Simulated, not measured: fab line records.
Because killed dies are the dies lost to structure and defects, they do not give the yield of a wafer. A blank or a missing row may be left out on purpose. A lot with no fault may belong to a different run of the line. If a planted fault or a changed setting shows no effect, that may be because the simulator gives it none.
Comparing a struck lot with a sound one | flow sky130 | 21 out of 708 route steps
Sound: these wafers, L264.2, L264.4, L264.6. Struck: wafer L268.2 (left out: L268.6, a lot-mate that was not struck); the cause follows at the end.
At each step with rows: each side's tool, then ch and its chambers, then its first start. Under that, the readings that differ: sound wafers | struck wafers | difference of the means | sigmas: that difference in standard deviations of wafers without a fault.
alike: readings with means less than 2 such deviations apart, plus words and numbers identical on both sides. not compared: withheld readings, readings lacking a value on some wafer, bounds such as >300 that could conceal the same value, and numbers that have no deviation in the record and whose values overlap.
Wherever a step has rows on one side only, a row that says differs or no value, or a row with sigmas, the two part there. Numbers that have no deviation but don't overlap get no sigmas and don't part them. A reading missing from all wafers of one side parts the sides only when that side holds two or more wafers.

first, 4 steps without rows for these wafers: SKY_METAL2_STRIP_21 (strips in post etch residue remover, time 1200 s); SKY_METAL2_CLEAN_22 (cleans in IPA, time 180 s); SKY_METAL2_CLEAN_23 (cleans in O3/DIW); SKY_VIA2_HDPCVD_00 (deposits SiO2, target thk 1180 nm, time 196.7 s).
SKY_VIA2_THK_MEAS_01:
  sound on film metro-04 at day 39 20:41; struck on film metro-04 at day 40 13:47
  alike: VIA2_HDPCVD_THK
SKY_VIA2_CMP_02: polishes SiO2.
  sound on cmp-02 ch 1,3, day 39 20:44; struck on cmp-01 ch 0, day 40 13:58
  alike: motor current A
SKY_VIA2_BOW_MEAS_03:
  sound on film metro-04 at day 39 21:04; struck on film metro-04 at day 40 14:17
  alike: VIA2_BOW
then, 5 steps without rows for these wafers: SKY_VIA2_DEHYDRATE_04 (time 60 s); SKY_VIA2_HMDS_05 (prime time 60 s); SKY_VIA2_COAT_06 (resist thk 60 nm); SKY_VIA2_COAT_07 (resist thk 450 nm); SKY_VIA2_SOFTBAKE_08 (time 90 s).
SKY_VIA2_EXPOSE_09: exposes mask VIM2, target cd 200 nm.
  sound on krf scanner-01 ch 0, day 40 09:38; struck on krf scanner-02 ch 0, day 41 02:26
  reading            | sound             | struck | difference | sigmas
  reticle temp C (C) | 23.04 23.02 22.94 | 22.62  | -0.38      | -4
  alike: mask
then, 2 steps without rows for these wafers: SKY_VIA2_PEB_10; SKY_VIA2_DEVELOP_11 (develop time 60 s).
SKY_VIA2_CD_MEAS_12: target cd 200 nm.
  sound on cd sem-02 at day 40 21:41; struck on cd sem-01 at day 41 13:23
  reading    | sound             | struck | difference | sigmas
  cd nm (nm) | 201.9 202.0 203.1 | 153.5  | -48.8      | -38
SKY_VIA2_OVL_MEAS_13:
  sound on overlay-01 at day 40 21:47; struck on overlay-01 at day 41 13:30
  alike: VIA2_OVL
SKY_VIA2_ETCH_14: etches BARC in N2/H2, stops on SiO2, time 45.9 s, target depth 60 nm.
  sound on rie diel-04 ch 1,2, day 40 21:49; struck on rie diel-03 ch 1, day 41 13:32
  reading               | sound             | struck | difference | sigmas
  model.VIA2.cd nm (nm) | 201.5 202.2 202.8 | 153.4  | -48.8      |
  alike: drypump motor current A, h2 flow sccm, oes product au, throttle valve pct
  not compared: rf hours counter h
SKY_VIA2_ETCH_15: etches SiO2 in C4F8/O2/Ar, stops on TiN, target depth 546 nm, time 84 s.
  sound on rie diel-04 ch 1,2, day 40 21:51; struck on rie diel-03 ch 1, day 41 13:34
  reading               | sound             | struck | difference | sigmas
  model.VIA2.cd nm (nm) | 198.2 205.3 199.8 | 157.8  | -43.3      |
  alike: oes product au
  not compared: rf hours counter h
SKY_VIA2_STRIP_16: strips in O2/N2.
  sound on plasma asher-04 ch 0,1, day 40 21:55; struck on plasma asher-01 ch 1, day 41 13:38
  alike: drypump motor current A, oes product au, strip time to endpoint s
  not compared: rf hours counter h
-- the record jumps here: 8 days lie between the struck wafers' starts before and after (it left off in module VIA2 and takes up again in module PAD_OPEN, whose first step shown is number 708 of the route) --
SKY_PAD_OPEN_PROBE_99:
  rows exist in the record for the struck wafers here (prober-01, day 49 22:26), but not for the sound ones

WHERE THEY PART
Earliest at SKY_VIA2_EXPOSE_09; latest, in this record, at SKY_PAD_OPEN_PROBE_99.

WHY: what the simulator had put in
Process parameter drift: krf scanner-02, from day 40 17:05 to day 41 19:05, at SKY_VIA2_EXPOSE_09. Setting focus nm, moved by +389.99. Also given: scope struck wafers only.
